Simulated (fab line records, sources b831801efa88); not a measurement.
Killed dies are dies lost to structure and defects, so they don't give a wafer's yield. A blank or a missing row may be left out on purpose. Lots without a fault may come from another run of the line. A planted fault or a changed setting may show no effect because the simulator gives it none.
fab line records | flow sky130
record lots=5 wafers=15 last_day=50
route steps=708 shown VT_ADJUST_LVTN@110
lots that met no fault: from a run of the same line without faults
start_h: hours from the record's first day to the start of the lot's first wafer shown | wait_h: hours since the lot's step before | " the same as in the row above | L1.1+2: a row that stands for several wafers | - no value, or no start given | * or withheld: withheld | < > ~ a bound
route shown NAME@n: a module of which the file shows steps, and the number in the route of the first | usual: mean/standard deviation of fault-free wafers | same: alike in all rows | chamber/n: place in a boat | sites: the reading at each site | _std_site: their standard deviation | _edge_site: outer sites' mean less inner sites' | radius_mm: how far each site lies from the wafer's centre | mask NAME#n: copy n | behind: the tool/chamber that last shaped the wafer | hold: why the lot was held/for how many hours/how that ended | device: the transistor (n, p or np) that didn't switch | end of line: the same wafers' tests at the end of the route | a step without rows: its recipe alone | killed: dies lost to structure and defects at the first sort, not the wafer's yield | map: a wafer's dies, x killed, . not, _ none there
set.NAME: the setting as run; set.NAME@STEP: as run at that earlier step | model.NAME: the simulator's own value behind a step, which no gauge read
lots at some steps of the route; a table a step, a row a wafer
services: from which hour (start_h, from the record's first day; less than 0 if before it) a tool's chamber was out of use, for how many hours, and why
## steps
# step SKY_VT_ADJUST_LVTN_COAT_13
# recipe resist=NOVOLAK spin_rpm=3000 resist_thk_nm=1140
# usual chill_plate_temp_C=22.98/0.1 exhaust_pa=45.0/0.94
# columns lot.wafer tool chamber start_h wait_h chill_plate_temp_C exhaust_pa
L076.1 litho_track-04 0 167.68 0.1 23.03 45.1
L076.2 " 0 " " 23.11 44.2
L076.4 " 0 " " 23.10 44.2
L082.3 litho_track-04 0 203.33 0.1 22.92 43.6
L082.4 " 0 " " 22.89 45.3
L082.5 " 0 " " 22.82 45.9
L083.1 litho_track-04 0 207.88 0.1 23.06 46.2
L083.4 " 0 " " 22.97 44.2
L083.6 " 0 " " 22.94 44.6
L086.2 litho_track-02 0 228.67 0.1 23.07 45.2
L086.3 " 0 " " 23.01 44.5
L086.6 " 0 " " 22.89 46.3
L096.3 litho_track-04 0 303.38 0.1 23.04 43.4
L096.5 " 0 " " 23.10 45.1
L096.6 " 0 " " 22.95 45.2
# step SKY_VT_ADJUST_LVTN_SOFTBAKE_14
# recipe temp_c=90 time_s=60 resist=NOVOLAK
# usual chill_plate_temp_C=23.00/0.12 exhaust_pa=44.9/1
# columns lot.wafer tool chamber start_h wait_h chill_plate_temp_C exhaust_pa
L076.1 litho_track-04 0 167.83 0.1 23.05 44.3
L076.2 " 0 " " 22.99 44.4
L076.4 " 0 " " 23.01 45.2
L082.3 litho_track-04 0 203.48 0.1 22.87 45.8
L082.4 " 0 " " 22.91 45.7
L082.5 " 0 " " 23.02 45.5
L083.1 litho_track-04 0 208.03 0.1 23.30 43.8
L083.4 " 0 " " 23.24 44.7
L083.6 " 0 " " 23.14 45.0
L086.2 litho_track-02 0 228.82 0.1 23.25 46.1
L086.3 " 0 " " 23.05 45.7
L086.6 " 0 " " 23.16 46.2
L096.3 litho_track-04 0 303.53 0.1 23.23 46.5
L096.5 " 0 " " 23.02 45.5
L096.6 " 0 " " 23.13 45.2
# step SKY_VT_ADJUST_LVTN_EXPOSE_15
# recipe mask_id=HVN_STD_DERIVED na=0.6 source_shape=conventional sigma_outer=0.6 polarization=unpolarized target_cd_nm=600 dose_mj=163
# same na=0.6
# columns lot.wafer tool chamber start_h wait_h mask
L076.1+2+4 iline_stepper-02 0 - - HVN_STD_DERIVED#0
L082.3+4+5 iline_stepper-01 0 - - HVN_STD_DERIVED#0
L083.1+4+6 iline_stepper-02 0 - - HVN_STD_DERIVED#0
L086.2+3+6 iline_stepper-01 0 - - HVN_STD_DERIVED#0
L096.3+5+6 iline_stepper-02 0 - - HVN_STD_DERIVED#0
# step SKY_VT_ADJUST_LVTN_PEB_16
# recipe temp_c=withheld time_s=* resist=NOVOLAK
# usual chill_plate_temp_C=* exhaust_pa=44.9/0.84
# columns lot.wafer tool chamber start_h wait_h chill_plate_temp_C exhaust_pa
L076.1 litho_track-02 0 - - * 44.9
L076.2 " 0 " " * 44.3
L076.4 " 0 " " * 44.5
L082.3 litho_track-01 0 - - * 44.9
L082.4 " 0 " " * 45.6
L082.5 " 0 " " * 44.4
L083.1 litho_track-04 0 - - * 43.2
L083.4 " 0 " " * 44.1
L083.6 " 0 " " * 43.9
L086.2 litho_track-01 0 - - * 45.5
L086.3 " 0 " " * 45.2
L086.6 " 0 " " * 44.7
L096.3 litho_track-01 0 - - * 44.5
L096.5 " 0 " " * 45.7
L096.6 " 0 " " * 44.9
# step SKY_VT_ADJUST_LVTN_DEVELOP_17
# recipe resist=NOVOLAK developer=TMAH develop_time_s=60 dev_temp_c=23
# usual chill_plate_temp_C=23.01/0.1 exhaust_pa=44.9/1
# same develop_time_s=60
# columns lot.wafer tool chamber start_h wait_h chill_plate_temp_C exhaust_pa
L076.1 litho_track-02 0 177.79 0.1 22.99 44.2
L076.2 " 0 " " 22.95 43.6
L076.4 " 0 " " 22.96 44.1
L082.3 litho_track-01 0 213.96 0.1 23.09 42.9
L082.4 " 0 " " 23.07 44.3
L082.5 " 0 " " 23.15 44.7
L083.1 litho_track-04 0 219.28 0.1 23.10 44.1
L083.4 " 0 " " 22.98 43.9
L083.6 " 0 " " 22.93 43.6
L086.2 litho_track-01 0 240.04 0.1 23.05 44.1
L086.3 " 0 " " 22.89 44.6
L086.6 " 0 " " 22.93 44.6
L096.3 litho_track-01 0 316.16 0.1 23.11 44.4
L096.5 " 0 " " 23.11 45.1
L096.6 " 0 " " 23.06 46.0
# step SKY_VT_ADJUST_LVTN_OVL_MEAS_18
# usual VT_ADJUST_LVTN_01_OVL=0.5/1.2
# columns lot.wafer tool chamber start_h wait_h VT_ADJUST_LVTN_01_OVL[nm]
L076.1 overlay-02 - 177.94 0.1 1.6
L076.2 " - " " -0.8
L076.4 " - " " 2.2
L082.3 overlay-02 - 214.08 0.1 -0.1
L082.4 " - " " 0.9
L082.5 " - " " -2.1
L083.1 overlay-02 - 219.43 0.1 1.2
L083.4 " - " " 0.8
L083.6 " - " " -0.2
L086.2 overlay-01 - 240.17 0.1 1.3
L086.3 " - " " 1.4
L086.6 " - " " 0.1
L096.3 overlay-01 - 316.28 0.1 0.1
L096.5 " - " " -1.5
L096.6 " - " " -2.1
# step SKY_VT_ADJUST_LVTN_IMPLANT_19
# recipe species=B energy_kev=30 dose_cm2=6.5e+11 tilt_deg=withheld
# usual faraday_current_uA=3.67/0.075
# columns lot.wafer tool chamber start_h wait_h faraday_current_uA
L076.1 implanter-04 0 177.98 0.0 3.89
L076.2 " 0 " " 3.76
L076.4 " 0 " " 3.75
L082.3 implanter-03 0 214.15 0.1 3.63
L082.4 " 0 " " 3.69
L082.5 " 0 " " 3.62
L083.1 implanter-04 0 219.47 0.0 3.69
L083.4 " 0 " " 3.64
L083.6 " 0 " " 3.71
L086.2 implanter-04 0 240.23 0.0 3.77
L086.3 " 0 " " 3.74
L086.6 " 0 " " 3.67
L096.3 implanter-03 0 316.35 0.1 3.64
L096.5 " 0 " " 3.74
L096.6 " 0 " " 3.65
# step SKY_VT_ADJUST_LVTN_STRIP_20
# recipe chemistry=O2/N2 power_w=1400 pressure_mtorr=1500 platen_temp_c=withheld o2_flow_sccm=3000 n2_flow_sccm=300 overash_fraction=0.5
# usual drypump_motor_current_A=5.8/0.55 oes_product_au=0.716/0.0045 strip_time_to_endpoint_s=14.20/0.055
# same overash_fraction=0.5
# columns lot.wafer tool chamber start_h wait_h drypump_motor_current_A oes_product_au rf_hours_counter_h strip_time_to_endpoint_s
L076.1 plasma_asher-02 1 178.13 0.1 5.1 0.717 39 14.19
L076.2 " 0 " " 6.6 0.710 39 14.20
L076.4 " 1 " " 5.1 0.719 - 14.23
L082.3 plasma_asher-03 0 214.28 0.1 6.2 0.720 - 14.13
L082.4 " 1 " " 5.8 0.707 - 14.15
L082.5 " 0 " " 6.2 0.718 - 14.13
L083.1 plasma_asher-03 1 219.62 0.1 5.7 0.716 10 14.22
L083.4 " 0 " " 6.2 0.716 - 14.20
L083.6 " 1 " " 5.7 0.721 - 14.20
L086.2 plasma_asher-01 1 240.35 0.1 5.6 0.715 50 14.28
L086.3 " 1 " " 5.7 0.720 - 14.27
L086.6 " 0 " " 5.6 0.720 - 14.28
L096.3 plasma_asher-02 0 316.48 0.1 6.6 0.721 - 14.13
L096.5 " 0 " " 6.6 0.717 - 14.15
L096.6 " 1 " " 5.1 0.725 - 14.17
## services
# columns tool chamber start_h hours kind
iline_stepper-02 - 150.42 4.4 pm
iline_stepper-01 - 165.56 1.7 pm
iline_stepper-01 - 176.50 2.1 pm
iline_stepper-01 - 178.58 - consumable_replace:lamp
iline_stepper-02 - 178.65 1.7 pm
plasma_asher-03 - 181.77 3.6 repair
implanter-04 - 192.96 4.8 pm
plasma_asher-01 - 205.88 26.2 repair
iline_stepper-02 - 213.19 25.7 repair
iline_stepper-01 0 217.04 - calibration
implanter-04 - 221.32 6.5 pm
plasma_asher-02 - 230.34 2.8 pm
iline_stepper-02 0 259.01 - calibration
iline_stepper-02 - 259.69 2.1 pm
iline_stepper-02 - 261.78 - consumable_replace:lamp
iline_stepper-02 - 264.62 2.7 repair
implanter-03 - 279.68 3.1 pm
iline_stepper-02 - 287.60 1.7 repair
implanter-03 - 300.38 1.8 repair
## key
fault none
